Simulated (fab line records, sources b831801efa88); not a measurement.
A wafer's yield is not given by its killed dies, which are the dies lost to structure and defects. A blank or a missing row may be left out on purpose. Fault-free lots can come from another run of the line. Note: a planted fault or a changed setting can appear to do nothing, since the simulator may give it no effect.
Which tool is to blame? -- flow sfqLine -- 21 wafers from 7 lots sampled at 5 of the route's 325 steps

## WHAT THE GAUGES SHOWED, per wafer
SFQ_R5_RS_MEAS_933: a four-point-probe measurement.
lot,measured,on,R5_MONX_RS (ohm/sq)
L416,day 50 07:04,filmMetro-01,6.99 7.00 7.05
L418,day 51 05:41,filmMetro-01,6.95 6.97 6.98
L421,day 52 08:41,filmMetro-01,6.95 6.92 7.01
L423,day 52 18:44,filmMetro-03,7.08 7.33 7.31
L427,day 53 19:01,filmMetro-02,6.89 7.08 6.93
L429,day 54 03:41,filmMetro-03,4.71 4.74 4.79
L432,day 55 03:01,filmMetro-03,6.92 6.95 6.84

## WHAT TOOL EACH LOT RAN ON (gives the tool, then ch and the chambers of the sampled wafers, and finally the start)
lot,SFQ_TRILAYER_M5_STRIP_STRIP_127,SFQ_TRILAYER_A5B_CMP_CMP_130,SFQ_TRILAYER_R5_DEP_SPUTTER_132,SFQ_TRILAYER_R5_DEP_SPUTTER_133
L416,"rieMetal-01 ch 0,1, day 47 09:08","cmp-02 ch 2,3, day 50 03:14","pvdSputter-03, day 50 06:56","pvdSputter-03, day 50 06:58"
L418,"rieMetal-03 ch 0,1, day 48 08:56","cmp-01 ch 0,1, day 51 01:23","pvdSputter-05, day 51 05:35","pvdSputter-05, day 51 05:36"
L421,"rieMetal-01 ch 0,1, day 49 12:32","cmp-01 ch 1,2,3, day 52 04:53","pvdSputter-03, day 52 08:35","pvdSputter-03, day 52 08:36"
L423,"rieMetal-01 ch 0, day 50 01:46","cmp-02 ch 0,2,3, day 52 14:27","pvdSputter-03, day 52 18:39","pvdSputter-03, day 52 18:40"
L427,"rieMetal-01 ch 0,1, day 51 01:44","cmp-02 ch 0,1, day 53 14:41","pvdSputter-05, day 53 18:53","pvdSputter-05, day 53 18:54"
L429,"rieMetal-02 ch 0,1, day 51 13:38","cmp-01 ch 0,1,2, day 53 23:23","pvdSputter-03, day 54 03:35","pvdSputter-03, day 54 03:36"
L432,"rieMetal-03 ch 0, day 52 17:44","cmp-02 ch 0,1,3, day 54 22:43","pvdSputter-05, day 55 02:55","pvdSputter-05, day 55 02:56"
- SFQ_TRILAYER_M5_STRIP_STRIP_127: strips in O2.
- SFQ_TRILAYER_A5B_CMP_CMP_130: polishes, stops on Nb, target thk 340.7 nm.
- SFQ_TRILAYER_R5_DEP_SPUTTER_132: material Ti, target thk 5 nm, time 5 s.
- SFQ_TRILAYER_R5_DEP_SPUTTER_133: material MoNx, target thk 40 nm, time 66.7 s.

## THE ANSWER, worked out from the rows above alone
Rule: usual is defined by the lots themselves. Put in order of their means at a reading, lots are off if they are a third of the lots or fewer, leave a main group of 4 or more, and stand apart from it by a gap of 3 or more times the standard deviation of the main group's means; of several such gaps the widest counts. A main group whose means are all the same, to the digits that the tables above print for the reading, isn't used. Also off: a lot with no number at a reading for which 4 or more lots have one. The other lots that the step has rows for count as sound.
Off: L429, seen at SFQ_R5_RS_MEAS_933 (R5_MONX_RS). Main group: mean 7.01 ohm/sq, sd 0.11.
If a tool, at a process step before that reading, ran all the lots that are off and no sound lot after the first of them, it fits. Gauges at SFQ_R5_RS_MEAS_933: tried the same way as those tools. Can't be told from this: 3 tools fit, rieMetal-02 at SFQ_TRILAYER_M5_STRIP_STRIP_127, cmp-01 at SFQ_TRILAYER_A5B_CMP_CMP_130, pvdSputter-03 at SFQ_TRILAYER_R5_DEP_SPUTTER_132 and SFQ_TRILAYER_R5_DEP_SPUTTER_133.

## WHAT THE SIMULATOR HAD INSERTED
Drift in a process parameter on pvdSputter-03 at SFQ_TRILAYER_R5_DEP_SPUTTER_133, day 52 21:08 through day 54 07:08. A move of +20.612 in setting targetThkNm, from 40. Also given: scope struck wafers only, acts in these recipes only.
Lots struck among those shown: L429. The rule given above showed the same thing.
